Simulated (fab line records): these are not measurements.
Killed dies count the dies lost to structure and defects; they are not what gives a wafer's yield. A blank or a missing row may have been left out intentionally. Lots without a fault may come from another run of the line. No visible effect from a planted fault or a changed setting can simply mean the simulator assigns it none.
One fault through the eyes of 2 desks + flow gf180mcu + what lay behind the numbers comes last; until then each desk has only its own

## FOR THE TOOL OWNER'S DESK: cvd_w-02
The tool's own readings at GF_V3_CVD_23 (deposits W, target thk 350 nm, time 104.9 s): means of the sampled wafers that have a number, for each lot that ran on this tool. Any lot whose mean is over 4 standard deviations away from the usual mean is out of limits and marked OUT; that distance is given in the brackets.
Columns: A = heater_power_w at GF_V3_CVD_23, usual 881 W; B = susceptor_temp_C at GF_V3_CVD_23, usual 400.00 C
| lot  | first seen here | A   | B                |
|------|-----------------|-----|------------------|
| L129 | day 22 21:37    | 853 | 400.02           |
| L136 | day 24 19:20    | 795 | 388.03 (-54) OUT |
| L137 | day 25 07:58    | 790 | 388.06 (-54) OUT |
| L148 | day 28 16:28    | 869 | 400.06           |
| L150 | day 29 11:29    | 855 | 400.10           |
| L151 | day 29 11:49    | 854 | 399.69           |
| L152 | day 29 17:39    | 843 | 399.89           |
This desk finds L136, L137 out of limits, L136 being first, at day 24 19:20 (susceptor_temp_C at GF_V3_CVD_23). L129, L148, L150, L151, L152: within limits.

## THE METROLOGY DESK
Lot by lot, what the gauges showed, no matter which tool ran the lot: averages of those sampled wafers that carry a number. Any lot whose mean is over 4 standard deviations away from the usual mean is out of limits and marked OUT; that distance is given in the brackets.
Columns: A = V3_OVL at GF_V3_OVL_MEAS_15, usual 5 nm; B = V3_W_RS at GF_V3_RS_MEAS_24, usual 0.331 ohm/sq; C = V3_W_THK at GF_V3_THK_MEAS_25, usual 350 nm
| lot  | first seen here | A  | B               | C             |
|------|-----------------|----|-----------------|---------------|
| L129 | day 22 20:47    | -2 | 0.333           | 347           |
| L134 | day 24 06:46    | 6  | 0.330           | 345           |
| L136 | day 24 18:32    | 6  | 0.407 (+19) OUT | 285 (-12) OUT |
| L137 | day 25 07:08    | 12 | 0.416 (+21) OUT | 279 (-13) OUT |
| L141 | day 26 13:21    | 1  | 0.331           | 353           |
| L145 | day 27 18:16    | 15 | 0.329           | 355           |
| L148 | day 28 15:40    | -1 | 0.332           | 348           |
| L149 | day 28 20:45    | 7  | 0.333           | 348           |
| L150 | day 29 10:37    | -1 | 0.328           | 359           |
| L151 | day 29 11:01    | 14 | 0.327           | 355           |
| L152 | day 29 16:49    | 4  | 0.325           | 358           |
Per this desk, out of limits: L136, L137; the first was L136, day 24 19:28 (V3_W_RS at GF_V3_RS_MEAS_24). L129, L134, L141, L145, L148, L149, L150, L151, L152: within limits.

## PUT TOGETHER
The tool owner's desk had the chance to raise an alarm at day 24 19:20 on L136, L137.
On L136, L137, the metrology desk was in a position to raise an alarm at day 24 19:28.
On cvd_w-02, each named lot ran GF_V3_CVD_23.

## WHAT THE SIMULATOR HAD INSERTED
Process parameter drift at GF_V3_CVD_23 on cvd_w-02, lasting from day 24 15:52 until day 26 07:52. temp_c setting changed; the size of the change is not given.
Shown lots that were struck: L136, L137.
Hours from the fault's start to each desk's first reading out of limits: the tool owner's desk, 3; the metrology desk, 4.
